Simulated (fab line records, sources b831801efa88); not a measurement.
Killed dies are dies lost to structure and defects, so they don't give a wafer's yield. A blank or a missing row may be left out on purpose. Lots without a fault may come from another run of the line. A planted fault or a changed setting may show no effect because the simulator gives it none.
fab line records | flow sky130
record lots=5 wafers=15 last_day=50
route steps=708 shown PASSIVATION@687 PAD_OPEN@694
lots that met no fault: from a run of the same line without faults
start_h: hours from the record's first day to the start of the lot's first wafer shown | wait_h: hours since the lot's step before | " the same as in the row above | L1.1+2: a row that stands for several wafers | - no value, or no start given | * or withheld: withheld | < > ~ a bound
route shown NAME@n: a module of which the file shows steps, and the number in the route of the first | usual: mean/standard deviation of fault-free wafers | same: alike in all rows | chamber/n: place in a boat | sites: the reading at each site | _std_site: their standard deviation | _edge_site: outer sites' mean less inner sites' | radius_mm: how far each site lies from the wafer's centre | mask NAME#n: copy n | behind: the tool/chamber that last shaped the wafer | hold: why the lot was held/for how many hours/how that ended | device: the transistor (n, p or np) that didn't switch | end of line: the same wafers' tests at the end of the route | a step without rows: its recipe alone | killed: dies lost to structure and defects at the first sort, not the wafer's yield | map: a wafer's dies, x killed, . not, _ none there
set.NAME: the setting as run; set.NAME@STEP: as run at that earlier step | model.NAME: the simulator's own value behind a step, which no gauge read
lots at some steps of the route; a table a step, a row a wafer
services: from which hour (start_h, from the record's first day; less than 0 if before it) a tool's chamber was out of use, for how many hours, and why
## steps
# step SKY_PASSIVATION_COAT_06
# recipe spin_rpm=2000 resist_thk_nm=3000
# usual chill_plate_temp_C=22.98/0.11 spin_speed_rpm=1999.9/1.5
# columns lot.wafer tool chamber start_h wait_h chill_plate_temp_C spin_speed_rpm
L075.3 litho_track-04 0 1059.00 0.1 23.18 2001.7
L075.4 " 0 " " 22.99 2002.0
L075.6 " 0 " " 22.96 2001.8
L083.1 litho_track-03 0 1108.17 0.1 23.15 1998.0
L083.2 " 0 " " 23.01 1996.7
L083.6 " 0 " " 22.91 1997.5
L087.1 litho_track-04 0 1127.00 0.1 22.74 2002.7
L087.2 " 0 " " 22.96 2001.5
L087.3 " 0 " " 22.81 2001.2
L095.1 litho_track-02 0 1176.81 0.1 22.94 1996.3
L095.3 " 0 " " 22.95 1999.0
L095.6 " 0 " " 22.91 1999.3
L096.2 litho_track-04 0 1176.98 0.1 22.88 2000.6
L096.5 " 0 " " 22.92 2000.5
L096.6 " 0 " " 22.82 2001.7
# step SKY_PASSIVATION_SOFTBAKE_07
# recipe temp_c=110 time_s=withheld
# usual chill_plate_temp_C=23.00/0.096
# columns lot.wafer tool chamber start_h wait_h chill_plate_temp_C
L075.3 litho_track-04 0 1059.17 0.1 23.06
L075.4 " 0 " " 23.07
L075.6 " 0 " " 22.92
L083.1 litho_track-03 0 1108.32 0.1 22.95
L083.2 " 0 " " 22.92
L083.6 " 0 " " 22.89
L087.1 litho_track-04 0 1127.15 0.1 22.96
L087.2 " 0 " " 22.96
L087.3 " 0 " " 22.98
L095.1 litho_track-02 0 1176.96 0.1 22.99
L095.3 " 0 " " 22.95
L095.6 " 0 " " 22.96
L096.2 litho_track-04 0 1177.13 0.1 22.85
L096.5 " 0 " " 23.01
L096.6 " 0 " " 22.95
# step SKY_PASSIVATION_EXPOSE_08
# recipe mask_id=NSM target_cd_nm=3000 na=0.57 dose_mj=260
# usual reticle_temp_C=22.99/0.1
# columns lot.wafer tool chamber start_h wait_h mask reticle_temp_C
L075.3 iline_stepper-01 0 - - NSM#0 23.16
L075.4 " 0 " " NSM#0 23.19
L075.6 " 0 " " NSM#0 23.09
L083.1 iline_stepper-01 0 - - NSM#0 22.82
L083.2 " 0 " " NSM#0 22.81
L083.6 " 0 " " NSM#0 22.97
L087.1 iline_stepper-01 0 - - NSM#0 23.02
L087.2 " 0 " " NSM#0 23.08
L087.3 " 0 " " NSM#0 22.95
L095.1 iline_stepper-02 0 - - NSM#0 22.89
L095.3 " 0 " " NSM#0 22.89
L095.6 " 0 " " NSM#0 22.84
L096.2 iline_stepper-01 0 - - NSM#0 23.02
L096.5 " 0 " " NSM#0 22.94
L096.6 " 0 " " NSM#0 23.16
# step SKY_PASSIVATION_PEB_09
# recipe temp_c=115 time_s=withheld
# usual chill_plate_temp_C=22.99/0.11
# columns lot.wafer tool chamber start_h wait_h chill_plate_temp_C
L075.3 litho_track-02 0 - - 23.12
L075.4 " 0 " " 23.16
L075.6 " 0 " " 23.00
L083.1 litho_track-03 0 - - 22.69
L083.2 " 0 " " 22.78
L083.6 " 0 " " 22.90
L087.1 litho_track-03 0 - - 22.79
L087.2 " 0 " " 22.83
L087.3 " 0 " " 22.86
L095.1 litho_track-03 0 - - 23.13
L095.3 " 0 " " 23.07
L095.6 " 0 " " 23.05
L096.2 litho_track-04 0 - - 22.98
L096.5 " 0 " " 22.85
L096.6 " 0 " " 22.97
# step SKY_PASSIVATION_DEVELOP_10
# recipe develop_time_s=60 dev_temp_c=23
# usual chill_plate_temp_C=22.99/0.1
# columns lot.wafer tool chamber start_h wait_h chill_plate_temp_C
L075.3 litho_track-02 0 - - 23.06
L075.4 " 0 " " 23.10
L075.6 " 0 " " 22.97
L083.1 litho_track-03 0 - - 22.85
L083.2 " 0 " " 22.96
L083.6 " 0 " " 22.90
L087.1 litho_track-03 0 - - 23.01
L087.2 " 0 " " 23.15
L087.3 " 0 " " 23.05
L095.1 litho_track-03 0 - - 23.08
L095.3 " 0 " " 23.02
L095.6 " 0 " " 22.98
L096.2 litho_track-04 0 - - 22.98
L096.5 " 0 " " 23.06
L096.6 " 0 " " 23.17
# step SKY_PASSIVATION_ETCH_11
# recipe chemistry=CF4/O2 target_depth_nm=725 stop_on=AlCu source_w=800 bias_w=150 pressure_mtorr=150 cf4_flow_sccm=80 O2_flow_sccm=10 time_s=161.1
# usual bias_w=150.0/0.43 drypump_motor_current_A=5.8/0.41 oes_product_au=0.977/0.0068 throttle_valve_pct=5.962/0.0086
# columns lot.wafer tool chamber start_h wait_h bias_w drypump_motor_current_A oes_product_au rf_hours_counter_h throttle_valve_pct
L075.3 rie_diel-02 3 1069.56 - 150.4 6.2 0.974 13 5.949
L075.4 " 2 " " 150.3 5.7 0.973 20 5.974
L075.6 " 2 " " 150.0 5.7 0.973 - 5.948
L083.1 rie_diel-02 1 1118.62 - 150.1 5.3 0.982 5 5.961
L083.2 " 2 " " 150.5 5.7 0.971 21 5.957
L083.6 " 0 " " 149.8 5.4 0.978 - 5.954
L087.1 rie_diel-03 0 1137.07 - 150.2 6.2 0.970 25 5.963
L087.2 " 1 " " 150.6 6.6 0.971 25 5.965
L087.3 " 3 " " 149.9 5.2 0.976 22 5.971
L095.1 rie_diel-04 2 1185.12 - 150.6 5.7 0.972 12 5.961
L095.3 " 3 " " 149.9 5.3 0.987 29 5.973
L095.6 " 3 " " 150.2 5.3 0.976 - 5.954
L096.2 rie_diel-02 3 1185.25 - 150.1 6.2 0.972 18 5.961
L096.5 " 3 " " 150.2 6.2 0.986 - 5.970
L096.6 " 2 " " 149.4 5.7 0.991 - 5.959
# step SKY_PASSIVATION_STRIP_12
# recipe chemistry=O2/N2 power_w=1400 pressure_mtorr=1500 platen_temp_c=withheld overash_fraction=0.7 o2_flow_sccm=3000 n2_flow_sccm=300
# usual drypump_motor_current_A=5.4/0.3 o2_flow_sccm=3001/9.1 oes_product_au=0.661/0.0047 strip_time_to_endpoint_s=31.48/0.13
# columns lot.wafer tool chamber start_h wait_h drypump_motor_current_A o2_flow_sccm oes_product_au rf_hours_counter_h strip_time_to_endpoint_s
L075.3 plasma_asher-04 1 1069.70 0.1 5.9 3004 0.659 - 31.62
L075.4 " 0 " " 5.1 2989 0.653 - 31.60
L075.6 " 0 " " 5.1 3000 0.662 - 31.67
L083.1 plasma_asher-04 0 1118.73 0.1 5.1 2991 0.647 4 31.31
L083.2 " 1 " " 5.8 2994 0.665 4 31.35
L083.6 " 1 " " 5.8 3003 0.655 - 31.52
L087.1 plasma_asher-02 1 1137.18 0.1 5.8 3006 0.659 33 31.62
L087.2 " 0 " " 5.1 3013 0.664 33 31.44
L087.3 " 1 " " 5.7 2993 0.659 - 31.55
L095.1 plasma_asher-04 1 1185.23 0.1 5.8 3011 0.652 10 31.06
L095.3 " 0 " " 5.1 3013 0.661 - 31.38
L095.6 " 1 " " 5.8 3014 0.663 - 31.49
L096.2 plasma_asher-03 1 1185.36 0.1 5.2 3016 0.671 108 31.58
L096.5 " 0 " " 5.3 2993 0.654 - 31.62
L096.6 " 1 " " 5.2 2989 0.668 - 31.52
# step SKY_PAD_OPEN_DEHYDRATE_00
# recipe temp_c=200 time_s=60
# usual chill_plate_temp_C=23.01/0.12
# columns lot.wafer tool chamber start_h wait_h chill_plate_temp_C
L075.3 litho_track-04 0 1079.70 10.0 22.90
L075.4 " 0 " " 23.07
L075.6 " 0 " " 23.08
L083.1 litho_track-03 0 1128.92 10.2 23.21
L083.2 " 0 " " 23.12
L083.6 " 0 " " 23.00
L087.1 litho_track-01 0 1145.67 8.5 22.95
L087.2 " 0 " " 22.80
L087.3 " 0 " " 23.16
L095.1 litho_track-01 0 1192.67 7.4 22.92
L095.3 " 0 " " 22.94
L095.6 " 0 " " 23.01
L096.2 litho_track-03 0 1192.75 7.4 23.00
L096.5 " 0 " " 23.04
L096.6 " 0 " " 23.04
# step SKY_PAD_OPEN_HMDS_01
# recipe prime_time_s=60 prime_temp_c=120
# usual chill_plate_temp_C=22.99/0.11
# columns lot.wafer tool chamber start_h wait_h chill_plate_temp_C
L075.3 litho_track-04 0 1079.85 0.1 23.06
L075.4 " 0 " " 22.93
L075.6 " 0 " " 22.93
L083.1 litho_track-03 0 1129.07 0.1 23.07
L083.2 " 0 " " 23.01
L083.6 " 0 " " 22.98
L087.1 litho_track-01 0 1145.82 0.1 22.89
L087.2 " 0 " " 23.01
L087.3 " 0 " " 22.93
L095.1 litho_track-01 0 1192.82 0.1 22.99
L095.3 " 0 " " 23.11
L095.6 " 0 " " 23.06
L096.2 litho_track-03 0 1192.90 0.1 22.97
L096.5 " 0 " " 22.97
L096.6 " 0 " " 22.97
# step SKY_PAD_OPEN_COAT_02
# recipe spin_rpm=2000 resist_thk_nm=3000
# usual chill_plate_temp_C=23.02/0.11 spin_speed_rpm=1999.9/1.1
# columns lot.wafer tool chamber start_h wait_h chill_plate_temp_C spin_speed_rpm
L075.3 litho_track-04 0 1080.00 0.1 22.95 1997.4
L075.4 " 0 " " 23.05 2000.2
L075.6 " 0 " " 22.83 1998.9
L083.1 litho_track-03 0 1129.22 0.1 23.19 2001.1
L083.2 " 0 " " 23.01 2001.2
L083.6 " 0 " " 23.11 2000.5
L087.1 litho_track-01 0 1145.97 0.1 22.86 1999.6
L087.2 " 0 " " 22.92 1998.5
L087.3 " 0 " " 23.09 1999.9
L095.1 litho_track-01 0 1192.97 0.1 22.88 1998.3
L095.3 " 0 " " 23.05 2000.6
L095.6 " 0 " " 22.96 1998.9
L096.2 litho_track-03 0 1193.05 0.1 22.78 2000.6
L096.5 " 0 " " 22.99 1999.1
L096.6 " 0 " " 22.87 2000.2
# step SKY_PAD_OPEN_SOFTBAKE_03
# recipe temp_c=110 time_s=withheld
# usual chill_plate_temp_C=23.00/0.11
# columns lot.wafer tool chamber start_h wait_h chill_plate_temp_C
L075.3 litho_track-04 0 1080.17 0.1 23.09
L075.4 " 0 " " 23.05
L075.6 " 0 " " 22.91
L083.1 litho_track-03 0 1129.37 0.1 23.04
L083.2 " 0 " " 23.07
L083.6 " 0 " " 22.82
L087.1 litho_track-01 0 1146.12 0.1 22.93
L087.2 " 0 " " 22.97
L087.3 " 0 " " 22.86
L095.1 litho_track-01 0 1193.12 0.1 22.81
L095.3 " 0 " " 22.84
L095.6 " 0 " " 22.83
L096.2 litho_track-03 0 1193.21 0.1 22.96
L096.5 " 0 " " 23.13
L096.6 " 0 " " 23.18
# step SKY_PAD_OPEN_EXPOSE_04
# recipe mask_id=PDM target_cd_nm=60000 na=0.57 dose_mj=260
# usual reticle_temp_C=23.01/0.1
# columns lot.wafer tool chamber start_h wait_h mask reticle_temp_C
L075.3 iline_stepper-01 0 - - PDM#0 23.03
L075.4 " 0 " " PDM#0 23.19
L075.6 " 0 " " PDM#0 22.87
L083.1 iline_stepper-01 0 - - PDM#0 22.95
L083.2 " 0 " " PDM#0 23.14
L083.6 " 0 " " PDM#0 23.11
L087.1 iline_stepper-01 0 - - PDM#0 23.16
L087.2 " 0 " " PDM#0 23.13
L087.3 " 0 " " PDM#0 22.89
L095.1 iline_stepper-01 0 - - PDM#0 23.14
L095.3 " 0 " " PDM#0 23.02
L095.6 " 0 " " PDM#0 23.02
L096.2 iline_stepper-02 0 - - PDM#0 23.00
L096.5 " 0 " " PDM#0 22.94
L096.6 " 0 " " PDM#0 22.94
# step SKY_PAD_OPEN_PEB_05
# recipe temp_c=115 time_s=withheld
# usual chill_plate_temp_C=23.01/0.11
# columns lot.wafer tool chamber start_h wait_h chill_plate_temp_C
L075.3 litho_track-01 0 - - 23.02
L075.4 " 0 " " 23.04
L075.6 " 0 " " 23.13
L083.1 litho_track-03 0 - - 22.92
L083.2 " 0 " " 22.93
L083.6 " 0 " " 23.06
L087.1 litho_track-01 0 - - 23.08
L087.2 " 0 " " 23.05
L087.3 " 0 " " 22.97
L095.1 litho_track-03 0 - - 23.03
L095.3 " 0 " " 22.85
L095.6 " 0 " " 23.13
L096.2 litho_track-01 0 - - 23.06
L096.5 " 0 " " 22.94
L096.6 " 0 " " 22.83
# step SKY_PAD_OPEN_DEVELOP_06
# recipe develop_time_s=60 dev_temp_c=23
# usual chill_plate_temp_C=23.01/0.1
# columns lot.wafer tool chamber start_h wait_h chill_plate_temp_C
L075.3 litho_track-01 0 - - 22.97
L075.4 " 0 " " 22.99
L075.6 " 0 " " 22.92
L083.1 litho_track-03 0 - - 23.02
L083.2 " 0 " " 22.96
L083.6 " 0 " " 22.95
L087.1 litho_track-01 0 - - 23.06
L087.2 " 0 " " 23.03
L087.3 " 0 " " 22.91
L095.1 litho_track-03 0 - - 22.95
L095.3 " 0 " " 22.90
L095.6 " 0 " " 22.94
L096.2 litho_track-01 0 - - 23.01
L096.5 " 0 " " 23.01
L096.6 " 0 " " 23.00
# step SKY_PAD_OPEN_ETCH_07
# recipe chemistry=CF4/O2 target_depth_nm=725 stop_on=AlCu source_w=800 bias_w=150 pressure_mtorr=150 cf4_flow_sccm=80 O2_flow_sccm=10 time_s=161.1
# usual bias_w=149.9/0.48 drypump_motor_current_A=5.8/0.47 oes_product_au=0.977/0.007 throttle_valve_pct=5.964/0.0083
# columns lot.wafer tool chamber start_h wait_h bias_w drypump_motor_current_A oes_product_au rf_hours_counter_h throttle_valve_pct
L075.3 rie_diel-04 1 1090.46 - 150.6 5.9 0.970 13 5.966
L075.4 " 3 " " 150.0 5.3 0.987 26 5.961
L075.6 " 3 " " 150.2 5.3 0.977 - 5.969
L083.1 rie_diel-01 0 1138.97 - 149.9 5.2 0.978 29 5.969
L083.2 " 2 " " 149.5 5.5 0.969 19 5.953
L083.6 " 2 " " 149.2 5.4 0.978 - 5.961
L087.1 rie_diel-04 0 1155.17 - 148.8 6.3 0.972 26 5.964
L087.2 " 2 " " 150.3 5.7 0.969 11 5.976
L087.3 " 1 " " 149.8 5.8 0.971 15 5.972
L095.1 rie_diel-03 3 1200.37 - 150.0 5.2 0.974 25 5.951
L095.3 " 1 " " 150.1 6.6 0.972 27 5.967
L095.6 " 1 " " 150.2 6.6 0.982 - 5.969
L096.2 rie_diel-01 0 1201.47 - 149.2 5.2 0.971 31 5.974
L096.5 " 1 " " 149.5 5.8 0.988 - 5.961
L096.6 " 0 " " 150.0 5.2 0.981 - 5.962
# step SKY_PAD_OPEN_STRIP_08
# recipe chemistry=O2/N2 power_w=1400 pressure_mtorr=1500 platen_temp_c=withheld overash_fraction=0.7 o2_flow_sccm=3000 n2_flow_sccm=300
# usual drypump_motor_current_A=5.4/0.39 o2_flow_sccm=3000/9 oes_product_au=0.663/0.0041
# columns lot.wafer tool chamber start_h wait_h drypump_motor_current_A o2_flow_sccm oes_product_au rf_hours_counter_h
L075.3 plasma_asher-01 1 1090.60 0.1 5.0 3002 0.655 -
L075.4 " 0 " " 6.1 3009 0.659 -
L075.6 " 1 " " 5.0 3002 0.663 -
L083.1 plasma_asher-01 0 1139.08 0.1 6.1 2999 0.655 70
L083.2 " 1 " " 5.0 2995 0.665 70
L083.6 " 0 " " 6.1 3008 0.664 -
L087.1 plasma_asher-04 0 1155.27 0.1 5.1 2996 0.665 8
L087.2 " 1 " " 5.8 3001 0.665 8
L087.3 " 1 " " 5.8 2989 0.653 -
L095.1 plasma_asher-01 0 1200.48 0.1 6.1 3002 0.660 76
L095.3 " 1 " " 5.0 3000 0.664 -
L095.6 " 0 " " 6.1 2999 0.675 -
L096.2 plasma_asher-03 1 1201.57 0.1 5.2 3000 0.665 109
L096.5 " 1 " " 5.3 3004 0.663 -
L096.6 " 0 " " 5.3 3001 0.665 -
# step SKY_PAD_OPEN_STRIP_09
# recipe chemistry=post_etch_residue_remover time_s=1200 temp_c=72.5
# columns lot.wafer tool chamber start_h wait_h
L075.3+4+6 wet_bench-04 2 1090.67 0.0
L083.1+2+6 wet_bench-03 1 1139.18 0.1
L087.1+2+3 wet_bench-03 3 1155.37 0.1
L095.1+3+6 wet_bench-02 3 1200.72 0.2
L096.2+5+6 wet_bench-04 1 1201.67 0.1
# step SKY_PAD_OPEN_CLEAN_10
# recipe chemistry=IPA time_s=180 temp_c=25
# columns lot.wafer tool chamber start_h wait_h
L075.3+4+6 wet_bench-02 1 1091.01 0.0
L083.1+2+6 wet_bench-02 0 1139.52 0.0
L087.1+2+3 wet_bench-03 3 1155.71 0.0
L095.1+3+6 wet_bench-02 0 1201.07 0.0
L096.2+5+6 wet_bench-02 0 1202.01 0.0
# step SKY_PAD_OPEN_CLEAN_11
# recipe chemistry=O3/DIW dry=n2_spin
# columns lot.wafer tool chamber start_h wait_h
L075.3+4+6 wet_bench-03 1 1091.08 0.0
L083.1+2+6 wet_bench-04 0 1139.58 0.0
L087.1+2+3 wet_bench-03 0 1155.77 0.0
L095.1+3+6 wet_bench-02 2 1201.12 0.0
L096.2+5+6 wet_bench-02 1 1202.07 0.0
# step SKY_PAD_OPEN_ANNEAL_12
# recipe temp_c=400 time_s=withheld ambient=N2/H2 idle_temp_c=300 ramp_up_c_per_min=8 ramp_down_c_per_min=4
# usual zone_power_bottom_pct=6.96/0.2
# columns lot.wafer tool chamber start_h wait_h zone_power_bottom_pct
L075.3 furnace-02 0 1091.17 0.0 6.75
L075.4 " 0 " " 6.73
L075.6 " 0 " " 6.74
L083.1 furnace-01 0 1139.67 0.0 7.16
L083.2 " 0 " " 7.30
L083.6 " 0 " " 7.19
L087.1 furnace-02 0 1155.86 0.0 6.80
L087.2 " 0 " " 6.80
L087.3 " 0 " " 6.77
L095.1 furnace-02 0 1201.22 0.0 6.89
L095.3 " 0 " " 6.70
L095.6 " 0 " " 6.83
L096.2 furnace-01 0 1202.16 0.0 7.38
L096.5 " 0 " " 7.20
L096.6 " 0 " " 7.26
# step SKY_PAD_OPEN_BOW_MEAS_13
# recipe mode=bow
# usual PAD_OPEN_BOW=47/10
# columns lot.wafer tool chamber start_h wait_h PAD_OPEN_BOW[um]
L075.3 film_metro-02 - 1092.71 - 33
L075.4 " - " " 35
L075.6 " - " " 38
L083.1 film_metro-04 - 1141.17 - 42
L083.2 " - " " 37
L083.6 " - " " 53
L087.1 film_metro-04 - 1157.36 - 46
L087.2 " - " " 36
L087.3 " - " " 52
L095.1 film_metro-02 - 1202.72 - 56
L095.3 " - " " 47
L095.6 " - " " 51
L096.2 film_metro-04 - 1203.68 - 58
L096.5 " - " " 46
L096.6 " - " " 48
# step SKY_PAD_OPEN_PROBE_99
# usual defect_limited_yield=82.6/1.8 killed_at_M0_to_M3=43/6.6 killed_at_M4_up=2.9/1.6 killed_at_contacts=24/4.9 killed_at_front_end=15/4.5 killed_at_other=0.2/0.45 killed_dies=86/8.8 killed_on_rim=16/4.2 killed_open=48/6.4 killed_short=38/5.6 sort_bin_3_pad_short=0.8/0.38 sort_bin_5_function=10.2/1.4 sort_bin_6_memory=6.4/1.1 sort_n_pass=406/8.8 sort_yield_pct=82.6/1.8
# same gross_dies=492 killed_at_back_side=0 sort_bin_4_leakage[%]=0 sort_bin_8_speed[%]=0
# columns lot.wafer tool chamber start_h wait_h defect_limited_yield[%] killed_at_M0_to_M3 killed_at_M4_up killed_at_contacts killed_at_front_end killed_at_other killed_dies killed_on_rim killed_open killed_short sort_bin_3_pad_short[%] sort_bin_5_function[%] sort_bin_6_memory[%] sort_n_pass sort_yield_pct[%]
L083.1 prober-01 - 1141.29 0.1 81.9 43 2 23 21 0 89 16 50 39 0.6 10.2 7.3 403 81.9
L083.2 prober-01 - 1141.34 0.1 81.5 49 3 21 18 0 91 10 52 39 0.8 11.6 6.1 401 81.5
L087.1 prober-01 - 1157.48 0.1 86.0 32 4 22 10 1 69 14 44 25 0.2 8.5 5.3 423 86.0
L087.2 prober-01 - 1157.53 0.1 80.9 52 4 25 12 1 94 25 56 38 0.4 10.8 7.9 398 80.9
L087.3 prober-01 - 1157.58 0.2 81.9 49 2 28 10 0 89 24 57 32 0.6 11.4 6.1 403 81.9
L095.3 prober-01 - 1202.94 0.2 81.1 53 1 24 14 1 93 12 53 40 0.6 10.8 7.5 399 81.1
# killed by level:class
L083.1 VIA1:geometric_particle:open=11 VIA3:geometric_particle:open=9 LI_CONTACT:geometric_particle:open=8 CONTACT:geometric_particle:open=8 METAL1:geometric_particle:short=7 FIELD_ISO:geometric_particle:open=5 FIELD_ISO:geometric_particle:short=5 LOCAL_INTERCONNECT:geometric_particle:short=4
L083.2 VIA1:geometric_particle:open=14 CONTACT:geometric_particle:open=8 VIA3:geometric_particle:open=7 POLY_GATE:geometric_particle:open=7 CONTACT:geometric_particle:short=7 METAL1:geometric_particle:short=6 FIELD_ISO:geometric_particle:short=6 VIA2:geometric_particle:open=6
L087.1 CONTACT:geometric_particle:open=11 VIA1:geometric_particle:open=9 VIA3:geometric_particle:open=7 LI_CONTACT:geometric_particle:open=6 VIA1:geometric_particle:short=5 FIELD_ISO:geometric_particle:short=4 CONTACT:geometric_particle:short=3 FIELD_ISO:geometric_particle:open=2
L087.2 VIA1:geometric_particle:open=12 VIA3:geometric_particle:open=12 VIA1:geometric_particle:short=9 LI_CONTACT:geometric_particle:open=8 CONTACT:geometric_particle:open=7 CONTACT:geometric_particle:short=5 POLY_GATE:geometric_particle:short=4 LOCAL_INTERCONNECT:geometric_particle:short=4
L087.3 CONTACT:geometric_particle:open=15 VIA1:geometric_particle:open=11 VIA3:geometric_particle:open=10 LI_CONTACT:geometric_particle:open=5 METAL2:geometric_particle:short=5 FIELD_ISO:geometric_particle:open=4 VIA3:geometric_particle:short=4 METAL1:geometric_particle:open=4
L095.3 VIA1:geometric_particle:open=16 CONTACT:geometric_particle:open=8 FIELD_ISO:geometric_particle:short=6 VIA2:geometric_particle:short=6 LOCAL_INTERCONNECT:geometric_particle:short=6 VIA3:geometric_particle:open=6 VIA2:geometric_particle:open=6 CONTACT:geometric_particle:short=4
## services
# columns tool chamber start_h hours kind
iline_stepper-02 - 1036.97 4.4 pm
rie_diel-04 1 1044.41 1.7 repair
rie_diel-02 0 1044.57 1.6 repair
rie_diel-01 0 1047.91 4.1 repair
plasma_asher-01 - 1050.13 1.3 repair
furnace-01 - 1050.37 3.5 pm
rie_diel-02 1 1051.59 2.6 repair
furnace-01 - 1053.92 57.1 pm
plasma_asher-04 - 1055.25 9.0 pm
rie_diel-04 0 1058.81 2.9 repair
rie_diel-02 3 1060.51 4.9 repair
rie_diel-03 1 1062.70 1.7 repair
plasma_asher-01 - 1064.93 1.5 repair
rie_diel-01 - 1073.58 1.1 repair
plasma_asher-03 - 1087.43 1.9 repair
rie_diel-04 - 1087.58 0.5 repair
plasma_asher-04 - 1089.93 14.6 pm
plasma_asher-03 - 1110.92 2.8 pm
furnace-02 - 1133.27 3.7 pm
plasma_asher-04 - 1162.78 4.0 pm
rie_diel-02 1 1174.17 12.5 repair
iline_stepper-01 - 1182.58 4.4 pm
rie_diel-02 - 1186.68 2.8 pm
iline_stepper-01 - 1198.89 2.1 pm
## key
fault none
